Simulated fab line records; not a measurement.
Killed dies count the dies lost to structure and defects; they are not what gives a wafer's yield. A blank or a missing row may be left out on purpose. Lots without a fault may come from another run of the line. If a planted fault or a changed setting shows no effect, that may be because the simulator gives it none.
Which tool is to blame? :: flow sky130 :: Sampling: 11 lots, 33 wafers, 2 of 708 route steps

== WHAT THE GAUGES SHOWED, per wafer ==
SKY_CAPM_RS_MEAS_03: measurement is done with a four-point probe.
lot: L785
measured: day 37 18:05
on: film_metro-02
CAPM_TIN_RS (ohm/sq): 6.59 6.61 6.65

lot: L786
measured: day 38 00:18
on: film_metro-02
CAPM_TIN_RS (ohm/sq): 6.71 6.59 6.58

lot: L790
measured: day 39 02:41
on: film_metro-01
CAPM_TIN_RS (ohm/sq): 6.61 6.59 6.55

lot: L791
measured: day 39 05:09
on: film_metro-04
CAPM_TIN_RS (ohm/sq): 6.49 6.55 6.44

lot: L792
measured: day 39 05:25
on: film_metro-02
CAPM_TIN_RS (ohm/sq): 6.48 6.43 6.43

lot: L793
measured: day 39 14:27
on: film_metro-02
CAPM_TIN_RS (ohm/sq): 6.58 6.53 6.56

lot: L795
measured: day 40 06:40
on: film_metro-01
CAPM_TIN_RS (ohm/sq): 6.48 6.48 6.48

lot: L799
measured: day 41 03:01
on: film_metro-01
CAPM_TIN_RS (ohm/sq): 6.61 6.66 6.57

lot: L803
measured: day 42 07:40
on: film_metro-02
CAPM_TIN_RS (ohm/sq): 6.54 6.55 6.56

lot: L804
measured: day 42 16:57
on: film_metro-04
CAPM_TIN_RS (ohm/sq): 6.67 6.73 6.67

lot: L806
measured: day 43 08:34
on: film_metro-04
CAPM_TIN_RS (ohm/sq): 6.55 6.61 6.60

== EACH LOT AND THE TOOL THAT RAN IT (in order: tool; ch and the chambers of the sampled wafers; start) ==
lot: L785
SKY_METAL3_SPUTTER_01: pvd_sputter-04, day 37 17:43

lot: L786
SKY_METAL3_SPUTTER_01: pvd_sputter-02, day 37 23:52

lot: L790
SKY_METAL3_SPUTTER_01: pvd_sputter-02, day 39 02:20

lot: L791
SKY_METAL3_SPUTTER_01: pvd_sputter-04, day 39 04:47

lot: L792
SKY_METAL3_SPUTTER_01: pvd_sputter-01, day 39 05:05

lot: L793
SKY_METAL3_SPUTTER_01: pvd_sputter-04, day 39 14:07

lot: L795
SKY_METAL3_SPUTTER_01: pvd_sputter-02, day 40 06:16

lot: L799
SKY_METAL3_SPUTTER_01: pvd_sputter-01, day 41 02:41

lot: L803
SKY_METAL3_SPUTTER_01: pvd_sputter-02, day 42 07:19

lot: L804
SKY_METAL3_SPUTTER_01: pvd_sputter-01, day 42 16:38

lot: L806
SKY_METAL3_SPUTTER_01: pvd_sputter-01, day 43 08:13
- SKY_METAL3_SPUTTER_01: material TiN, target thk 20 nm, time 16.7 s.

== THE ANSWER, worked out from the rows above alone ==
Rule: the usual values come from the lots themselves. Put in order of their means at a reading, lots are off if they are a third of the lots or fewer, leave a main group of 4 or more, and stand apart from it by a gap of 3 or more times the standard deviation of the main group's means; of several such gaps the widest counts. If all means in a main group match to the digits the tables above print for the reading, that group is not used. Also off: a lot with no number at a reading for which 4 or more lots have one. Where the step has rows for the other lots, those lots are counted as sound.
Nothing can be told from this: no lot is off at any reading shown.

== WHAT WAS PUT IN BY THE SIMULATOR ==
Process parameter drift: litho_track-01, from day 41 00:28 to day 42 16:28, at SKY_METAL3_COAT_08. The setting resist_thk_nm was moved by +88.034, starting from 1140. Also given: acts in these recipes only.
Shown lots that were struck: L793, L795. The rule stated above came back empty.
